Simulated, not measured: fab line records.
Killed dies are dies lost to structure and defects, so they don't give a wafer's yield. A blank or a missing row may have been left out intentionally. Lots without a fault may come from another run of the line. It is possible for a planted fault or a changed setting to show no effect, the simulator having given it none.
Problem report, 8D (eight disciplines) form, completed by code + flow sky130 + the parts of the form that need people (team, actions taken, sign-off) are left out

== 1. PROBLEM STATEMENT ==
Wafers without a fault read 25, standard deviation 5.1; killed at contacts at SKY_PAD_OPEN_PROBE_99 reads a mean of 80 on 2 wafers belonging to 2 lots. Measured from the usual mean, that is +11 standard deviations.
Seen first at day 47 18:26 on prober-02, wafer L182.2. The record has a number at this step for 6 wafers belonging to 2 lots. Rule for "out" (also "out of limits"): further than 4 standard deviations from the usual mean. The other wafers with a number count as sound.

== 2. WHAT IT IS, AND WHAT IT ISN'T ==
| question                    | is                              | is not                                                                              |
|-----------------------------|---------------------------------|-------------------------------------------------------------------------------------|
| which readings at this step | killed at contacts, killed dies | killed_at_M0_to_M3, killed at front end, killed at other, killed open, killed short |
| which lots                  | L182, L183                      | -                                                                                   |
| which wafers of those lots  | L182.2, L183.4                  | L182.1, L182.6, L183.3, L183.5                                                      |
| read on which tools         | prober-01, prober-02            | -                                                                                   |
| when                        | from day 47 18:26               | up to then (1 sound wafer); but 3 sound wafers of L182, L183 came after             |

== 3. SUSPECTS, AND WHAT RULES EACH OUT ==
Counting: any tool at a process step up to the reading remains a suspect provided it ran every lot that is out. Sound lots after the first of them don't rule it out here, since some wafers of a struck lot are sound.
- hdpcvd-01 at SKY_CONTACT_HDPCVD_02 (deposits SiO2, target thk 565 nm, time 94.2 s): kept. It ran every lot that is out, first L182 (day 32 22:31).
- At SKY_CONTACT_HDPCVD_02, inside hdpcvd-01: chamber 2 took the wafers that are out, while their sound lot-mates went through chambers 0, 1.
Left after counting: hdpcvd-01 at SKY_CONTACT_HDPCVD_02.

== 4. THE CAUSE (what the simulator had put in) ==
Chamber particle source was hdpcvd-01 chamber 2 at SKY_CONTACT_HDPCVD_02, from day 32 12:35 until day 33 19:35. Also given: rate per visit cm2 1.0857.
The count eliminated every tool but this one.

== 5. THE EFFECT CHAIN, in route order ==
One row per reading whose mean, taken over the struck wafers that have a number, lies over 3 standard deviations from the usual. Only readings for which the record gives a usual standard deviation are gone through. hours: the time from each lot's start at the first step in this table that gives one to its start at this step, as a median over the lots. sigmas: the change in usual standard deviations.
| hours | step                  | reading            | usual | on struck wafers | change | sigmas |
|-------|-----------------------|--------------------|-------|------------------|--------|--------|
| 0     | SKY_PAD_OPEN_PROBE_99 | killed at contacts | 25    | 80               | +55    | +11    |
| 0     | SKY_PAD_OPEN_PROBE_99 | killed dies        | 87    | 142              | +54    | +5.7   |
Here are the process steps it includes:
- SKY_PAD_OPEN_PROBE_99

== 6. WHAT WOULD HAVE CAUGHT IT SOONER ==
366 hours passed between the start of the fault at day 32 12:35 and the first reading out of limits in this record, taken at day 47 18:26.
No tool reading at SKY_CONTACT_HDPCVD_02 that has a usual standard deviation in the record was out on any struck wafer, so an alarm limit of 4 standard deviations on those readings would not have fired.
The start of SKY_CONTACT_HDPCVD_02 on hdpcvd-01 came by day 47 18:26 for every one of the lots that are out (2). None of them would have been spared by holding the tool at that moment.
